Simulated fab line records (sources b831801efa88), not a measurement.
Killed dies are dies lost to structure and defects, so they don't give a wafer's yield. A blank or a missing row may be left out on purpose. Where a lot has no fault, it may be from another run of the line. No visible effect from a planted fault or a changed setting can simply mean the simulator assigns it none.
The tool behind it: which one? -- flow sky130 -- 14 lots with 42 wafers sampled at 5 steps, on a route of 708 steps

== WHAT THE GAUGES SHOWED, per wafer ==
SKY_VT_ADJUST_HVTP_TW_MEAS_11. Usual: VT_ADJUST_HVTP_TW 1349, standard deviation 10.
lot,measured,on,VT_ADJUST_HVTP_TW,flag
L395,day 6 10:52,film-metro-02,1365 1363 1354,
L398,day 7 00:07,film-metro-03,1339 1343 1353,
L399,day 7 10:47,film-metro-01,1342 1337 1342,
L400,day 7 15:35,film-metro-01,1339 1344 1342,
L401,day 7 22:05,film-metro-02,1359 1361 1359,
L403,day 8 09:07,film-metro-03,1338 1340 1345,
L404,day 8 17:47,film-metro-02,1371 1355 1352,
L411,day 10 11:20,film-metro-02,1352 1356 1361,
L412,day 10 20:50,film-metro-02,1351 1366 1358,
L413,day 10 23:56,film-metro-03,1351 1342 1342,
L414,day 11 03:56,film-metro-02,1360 1369 1370,
L415,day 11 08:59,film-metro-02,1371 1365 1366,
L416,day 11 15:23,film-metro-03,1332 1340 1346,
L417,day 12 18:53,film-metro-01,1355 1351 1346,

SKY_VT_ADJUST_HVTR_TW_MEAS_11. Usual: VT_ADJUST_HVTR_TW 212.2, standard deviation 1.5.
lot,measured,on,VT_ADJUST_HVTR_TW,flag
L395,day 9 17:50,film-metro-01,211.0 210.2 211.1,
L398,day 10 09:17,film-metro-02,213.2 211.7 211.8,
L399,day 10 21:22,film-metro-02,213.1 212.3 212.5,
L400,day 11 02:25,film-metro-02,214.0 213.4 214.1,
L401,day 11 09:31,film-metro-02,213.3 213.9 213.8,
L403,day 11 21:32,film-metro-04,211.9 212.2 211.8,
L404,day 12 09:01,film-metro-04,212.2 214.4 214.9,
L411,day 14 10:25,film-metro-02,213.2 214.1 214.8,
L412,day 14 19:10,film-metro-01,29.7 29.7 29.8,OFF
L413,day 15 01:31,film-metro-01,29.4 29.7 29.7,OFF
L414,day 15 06:28,film-metro-02,214.4 213.5 213.8,
L415,day 15 12:01,film-metro-01,210.4 209.8 210.3,
L416,day 15 20:02,film-metro-02,213.1 214.3 214.5,
L417,day 17 04:37,film-metro-02,213.0 213.5 213.7,

SKY_SD_P_OVL_MEAS_08. Usual: SD_P_OVL -0.9 nm, standard deviation 1.
lot,measured,on,SD_P_OVL (nm),flag
L395,day 25 21:38,overlay-01,0.0 0.2 0.9,
L398,day 26 04:11,overlay-01,-1.7 -1.9 -1.2,
L399,day 26 20:14,overlay-01,-0.7 0.5 0.3,
L400,day 27 05:44,overlay-02,0.4 0.3 -0.1,
L401,day 28 03:56,overlay-01,0.4 -0.1 0.8,
L403,day 28 07:26,overlay-01,0.3 -0.5 -0.7,
L404,day 28 16:41,overlay-02,-2.9 -1.2 -0.6,
L411,day 31 06:59,overlay-01,-1.5 -1.1 -1.2,
L414,day 31 22:35,overlay-02,-1.3 -0.9 -0.9,
L415,day 32 10:20,overlay-01,-0.5 -0.1 0.4,
L416,day 32 18:30,overlay-01,-1.1 -1.2 1.5,
L417,day 33 10:38,overlay-01,-0.9 -1.0 -0.5,

== EACH LOT AND THE TOOL THAT RAN IT (in order: tool; ch and the chambers of the sampled wafers; start) ==
lot,SKY_VT_ADJUST_HVTR_IMPLANT_09,SKY_POLY_CUT_ETCH_10
L395,"implanter-04 ch 0, day 9 17:35","rie-diel-04 ch 1,2, day 24 15:44"
L398,"implanter-03 ch 0, day 10 09:02","rie-diel-04 ch 1,2, day 24 23:34"
L399,"implanter-04 ch 0, day 10 21:07","rie-diel-02 ch 0,2,3, day 25 14:50"
L400,"implanter-03 ch 0, day 11 02:10","rie-diel-01 ch 0,1, day 26 00:25"
L401,"implanter-02 ch 0, day 11 09:17","rie-diel-02 ch 0,1, day 27 00:04"
L403,"implanter-03 ch 0, day 11 21:19","rie-diel-02 ch 0,1,2, day 27 03:37"
L404,"implanter-03 ch 0, day 12 08:46","rie-diel-01 ch 0,1, day 27 11:41"
L411,"implanter-03 ch 0, day 14 10:11","rie-diel-01 ch 0,2,3, day 30 02:47"
L412,"implanter-02, day 14 18:55",-
L413,"implanter-03, day 15 01:16",-
L414,"implanter-02 ch 0, day 15 06:13","rie-diel-02 ch 2,3, day 30 19:04"
L415,"implanter-02 ch 0, day 15 11:46","rie-diel-04 ch 0,1,3, day 31 05:28"
L416,"implanter-03 ch 0, day 15 19:47","rie-diel-02 ch 0,1,2, day 31 15:26"
L417,"implanter-03 ch 0, day 17 04:24","rie-diel-04 ch 1,2, day 32 08:02"
- SKY_VT_ADJUST_HVTR_IMPLANT_09
- SKY_POLY_CUT_ETCH_10: etches BARC in N2/H2, stops on SiO2, time 45.9 s, target depth 60 nm.

== WHAT THE TOOLS THEMSELVES READ (means of the sampled wafers that have a number; where no wafer has one, the mark that the record gives instead) ==
SKY_VT_ADJUST_HVTR_IMPLANT_09. Usual: beam-energy-keV 10.000, standard deviation 0.0029; beam-on-s 9.98 s, standard deviation 0.2.
lot,tool,beam-energy-keV,beam-on-s (s),flag
L395,implanter-04,9.999,10.00,
L398,implanter-03,10.004,9.99,
L399,implanter-04,9.999,10.14,
L400,implanter-03,10.001,9.90,
L401,implanter-02,9.997,10.08,
L403,implanter-03,10.002,10.14,
L404,implanter-03,10.002,10.13,
L411,implanter-03,10.001,10.11,
L412,implanter-02,-,-,OFF
L413,implanter-03,-,-,OFF
L414,implanter-02,9.997,10.15,
L415,implanter-02,10.000,10.05,
L416,implanter-03,10.001,9.96,
L417,implanter-03,10.000,9.98,

SKY_POLY_CUT_ETCH_10. Usual: drypump-motor-current-A 5.7 A, standard deviation 0.48; oes-product-au 0.854 a.u., standard deviation 0.0048; throttle-valve-pct 13.226 %, standard deviation 0.0087.
lot,tool,drypump-motor-current-A (A),oes-product-au (a.u.),throttle-valve-pct (%),flag
L395,rie-diel-04,5.4,0.853,13.236,
L398,rie-diel-04,5.4,0.851,13.223,
L399,rie-diel-02,5.5,0.856,13.227,
L400,rie-diel-01,6.1,0.854,13.230,
L401,rie-diel-02,5.9,0.856,13.224,
L403,rie-diel-02,5.8,0.851,13.219,
L404,rie-diel-01,6.1,0.851,13.221,
L411,rie-diel-01,6.1,0.853,13.229,
L414,rie-diel-02,5.4,0.857,13.235,
L415,rie-diel-04,5.4,0.858,13.225,
L416,rie-diel-02,5.7,0.857,13.227,
L417,rie-diel-04,5.4,0.852,13.220,

== THE ANSWER, worked out from the rows above alone ==
Rule: take the mean of a lot's wafers that have a number; if it is more than 3 standard deviations from the usual mean, the lot is off. Also off: a lot with no number at a reading for which 4 or more lots have one. Where the step has rows for the other lots, those lots are counted as sound. After the gauges, taken in route order, come the tools' own readings; for these a lot's mean is taken, as printed above. The first step at which some lot is off is used, and at that step the reading that is off furthest; a lot without a number counts as furthest.
Off: L412, L413, at SKY_VT_ADJUST_HVTR_TW_MEAS_11 (VT_ADJUST_HVTR_TW).
A tool fits if, at a process step before that reading, it ran every lot that is off, and no sound lot after the first of them. Not tried: the gauges at SKY_VT_ADJUST_HVTR_TW_MEAS_11; whatever is off there is also off at SKY_VT_ADJUST_HVTR_IMPLANT_09, on other tools, and gauge error can't account for it. No candidate that was tried fits.

== WHAT THE SIMULATOR PUT IN ==
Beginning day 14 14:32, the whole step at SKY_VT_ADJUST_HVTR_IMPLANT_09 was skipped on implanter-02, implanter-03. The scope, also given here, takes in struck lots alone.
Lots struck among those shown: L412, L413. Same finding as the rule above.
